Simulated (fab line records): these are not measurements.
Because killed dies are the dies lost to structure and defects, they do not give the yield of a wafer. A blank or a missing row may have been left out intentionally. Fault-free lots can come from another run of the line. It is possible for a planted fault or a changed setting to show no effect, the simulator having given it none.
What tool caused it? -- flow gf180mcu -- 42 wafers from 14 lots sampled at 4 of the route's 602 steps

WHAT EACH GAUGE READ, for each wafer
GF_V4_THK_MEAS_25: measures by xrf. Usual: V4_W_THK gives 342 nm (standard deviation 4.2).
lot,measured,on,V4_W_THK (nm),flag
L600,day 24 11:45,film-metro-04,341 337 342,
L601,day 24 18:26,film-metro-01,346 352 345,
L603,day 25 12:13,film-metro-04,340 340 341,
L604,day 25 17:50,film-metro-04,337 342 334,
L605,day 26 05:18,film-metro-02,346 344 344,
L606,day 26 13:23,film-metro-04,336 338 338,
L607,day 26 18:47,film-metro-02,342 342 342,
L609,day 27 10:44,film-metro-04,344 347 346,
L613,day 28 19:11,film-metro-04,343 344 347,
L614,day 28 23:42,film-metro-04,343 336 340,
L615,day 29 02:49,film-metro-04,346 346 342,
L616,day 29 14:43,film-metro-04,346 342 342,
L621,day 30 20:30,film-metro-04,341 346 344,
L622,day 31 02:55,film-metro-01,341 340 342,

GF_MIM_THK_MEAS_11: measures by xrf. Usual: MIM_ALCU_THK gives 200.1 nm (standard deviation 1.6).
lot,measured,on,MIM_ALCU_THK (nm),flag
L600,day 24 12:40,film-metro-03,202.2 200.0 200.9,
L601,day 24 19:19,film-metro-04,200.5 201.3 198.7,
L603,day 25 13:06,film-metro-04,201.2 201.7 200.9,
L604,day 25 18:44,film-metro-01,201.3 198.9 199.0,
L605,day 26 06:11,film-metro-03,198.4 198.2 200.3,
L606,day 26 14:16,film-metro-01,202.3 199.9 199.8,
L607,day 26 19:41,film-metro-01,201.1 202.5 199.9,
L609,day 27 11:38,film-metro-03,199.9 199.3 200.9,
L613,day 28 20:05,film-metro-04,201.0 199.3 204.1,
L614,day 29 00:35,film-metro-04,199.1 199.7 199.6,
L615,day 29 03:43,film-metro-03,197.2 196.6 197.2,
L616,day 29 15:37,film-metro-01,201.0 201.7 198.4,
L621,day 30 21:23,film-metro-01,200.8 203.2 201.1,
L622,day 31 03:50,film-metro-01,198.6 202.0 198.7,

WHICH TOOL RAN EACH LOT (tool, then ch and the chambers of the sampled wafers, then the start)
lot,GF_M3_SPUTTER_02,GF_MIM_SPUTTER_02
L600,"pvd-sputter-02, day 20 08:09","pvd-sputter-02, day 24 12:14"
L601,"pvd-sputter-02, day 20 16:24","pvd-sputter-04, day 24 18:54"
L603,"pvd-sputter-04, day 21 12:07","pvd-sputter-03, day 25 12:41"
L604,"pvd-sputter-02, day 21 19:17","pvd-sputter-03, day 25 18:20"
L605,"pvd-sputter-04, day 22 08:01","pvd-sputter-03, day 26 05:47"
L606,"pvd-sputter-04, day 22 17:31","pvd-sputter-02, day 26 13:52"
L607,"pvd-sputter-02, day 22 22:46","pvd-sputter-02, day 26 19:17"
L609,"pvd-sputter-02, day 23 16:38","pvd-sputter-02, day 27 11:13"
L613,"pvd-sputter-04, day 25 03:50","pvd-sputter-04, day 28 19:40"
L614,"pvd-sputter-02, day 25 10:14","pvd-sputter-04, day 29 00:10"
L615,"pvd-sputter-02, day 25 12:26","pvd-sputter-04, day 29 03:17"
L616,"pvd-sputter-02, day 26 02:56","pvd-sputter-03, day 29 15:13"
L621,"pvd-sputter-04, day 27 10:22","pvd-sputter-03, day 30 20:58"
L622,"pvd-sputter-03, day 27 17:04","pvd-sputter-04, day 31 03:24"
- GF_M3_SPUTTER_02: material AlCu, target thk 450 nm, time 23.9 s.
- GF_MIM_SPUTTER_02: material AlCu, target thk 450 nm, time 23.9 s.

AS READ BY THE TOOLS THEMSELVES (means over the sampled wafers that have a number; for cases with no such wafer, the mark the record gives instead)
GF_M3_SPUTTER_02. Usual: throttle-valve-pct reads 29.9 % (standard deviation 0.96).
lot,tool,throttle-valve-pct (%),flag
L600,pvd-sputter-02,29.1,
L601,pvd-sputter-02,30.1,
L603,pvd-sputter-04,30.8,
L604,pvd-sputter-02,29.4,
L605,pvd-sputter-04,30.7,
L606,pvd-sputter-04,30.6,
L607,pvd-sputter-02,29.6,
L609,pvd-sputter-02,29.0,
L613,pvd-sputter-04,30.3,
L614,pvd-sputter-02,28.9,
L615,pvd-sputter-02,29.7,
L616,pvd-sputter-02,29.7,
L621,pvd-sputter-04,30.8,
L622,pvd-sputter-03,30.1,

GF_MIM_SPUTTER_02. Usual: throttle-valve-pct reads 30.1 % (standard deviation 0.84).
lot,tool,throttle-valve-pct (%),flag
L600,pvd-sputter-02,29.3,
L601,pvd-sputter-04,30.1,
L603,pvd-sputter-03,29.8,
L604,pvd-sputter-03,30.6,
L605,pvd-sputter-03,30.1,
L606,pvd-sputter-02,28.9,
L607,pvd-sputter-02,28.9,
L609,pvd-sputter-02,29.5,
L613,pvd-sputter-04,30.7,
L614,pvd-sputter-04,30.5,
L615,pvd-sputter-04,31.1,
L616,pvd-sputter-03,30.2,
L621,pvd-sputter-03,29.9,
L622,pvd-sputter-04,30.6,

THE ANSWER, worked out from the rows above alone
Rule: a lot counts as off when the mean over its wafers that have a number is more than 3 standard deviations away from the usual mean. Also off: a lot with no number at a reading for which 4 or more lots have one. Any other lot the step has rows for is counted as sound. Order of review: gauges by route order, followed by the tools' own readings, for which a lot's mean as printed above is used. The first step at which some lot is off is used, and at that step the reading that is off furthest; a lot without a number counts as furthest.
Nothing can be told from this: no lot is off at any reading shown.

WHAT THE SIMULATOR HAD PUT IN
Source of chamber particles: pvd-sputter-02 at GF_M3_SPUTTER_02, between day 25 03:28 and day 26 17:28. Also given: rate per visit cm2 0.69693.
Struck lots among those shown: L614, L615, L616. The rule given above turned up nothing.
